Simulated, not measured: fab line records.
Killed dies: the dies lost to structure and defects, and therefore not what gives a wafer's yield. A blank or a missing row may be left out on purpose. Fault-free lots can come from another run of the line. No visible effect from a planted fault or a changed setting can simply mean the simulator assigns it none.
One fault seen from 2 desks	flow gf180mcu	numbers are kept per desk, each desk with only its own; the story behind them comes last

## METROLOGY DESK
What the gauges read for every lot (on any tool): the sampled wafers with a number, averaged. The brackets show how far a lot's mean lies from the usual mean; more than 4 standard deviations puts the lot out of limits, marked OUT.
Columns: A = STI_OXIDATION_THK at GF_STI_THK_MEAS_02, usual 9.93 nm; B = NWELL_OVL at GF_NWELL_OVL_MEAS_07, usual -0.3 nm; C = MVSD_OVL at GF_MVSD_OVL_MEAS_07, usual 0.6 nm
lot	first seen here	A	B	C
L149	day 1 11:32	9.96	-2.5	0.4
L151	day 1 22:16	9.72	-0.8	-0.5
L152	day 2 02:39	9.46	-0.5	2.5
L153	day 2 07:31	9.74	-1.3	-1.6
L156	day 2 22:31	10.13	0.6	0.9
L159	day 3 13:31	10.11	36.9 (+25) OUT	0.6
L160	day 3 18:36	9.84	37.6 (+25) OUT	1.6
L161	day 3 23:46	9.96	37.5 (+25) OUT	-0.3
L164	day 4 14:32	10.15	0.7	1.7
L166	day 5 00:31	9.51	0.4	1.9
L168	day 5 10:31	9.84	1.2	0.5
L171	day 6 02:43	10.13	0.7	1.0
L172	day 6 06:31	9.83	0.9	1.7
Per this desk, out of limits: L159, L160, L161; the first was L159, day 5 11:16 (NWELL_OVL at GF_NWELL_OVL_MEAS_07). In limits: L149, L151, L152, L153, L156, L164, L166, L168, L171, L172.

## AT THE TOOL OWNER'S DESK: iline stepper-01
The tool's own readings at GF_NWELL_EXPOSE_04 (exposes mask Nwell, target cd 860 nm): means of the sampled wafers that have a number, for each lot that ran on this tool. The brackets show how far a lot's mean lies from the usual mean; more than 4 standard deviations puts the lot out of limits, marked OUT.
Columns: A = exposure dose mJ cm2 at GF_NWELL_EXPOSE_04, usual 259.99
lot	first seen here	A
L149	day 3 00:35	259.86
L151	day 3 12:36	260.18
L152	day 3 18:11	260.24
L153	day 3 23:06	259.88
L156	day 4 19:03	259.99
L159	day 5 07:26	260.11
L160	day 5 10:21	259.94
L161	day 5 13:54	260.18
Result from this desk: across the 8 lots, nothing is out of limits.

## BROUGHT TOGETHER
An alarm was possible from the metrology desk at day 5 11:16, on L159, L160, L161.
Nothing out of limits was seen by the tool owner's desk.
Tool owner's desk: L159, L160, L161 on record, inside its limits.
Every lot named ran GF_NWELL_EXPOSE_04 on iline stepper-01.

## WHAT THE SIMULATOR PUT IN
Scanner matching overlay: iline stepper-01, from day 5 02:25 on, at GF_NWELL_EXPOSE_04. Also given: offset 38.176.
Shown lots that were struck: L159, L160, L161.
Per desk, hours elapsed from the start of the fault to the first reading out of limits: for the metrology desk, 9.
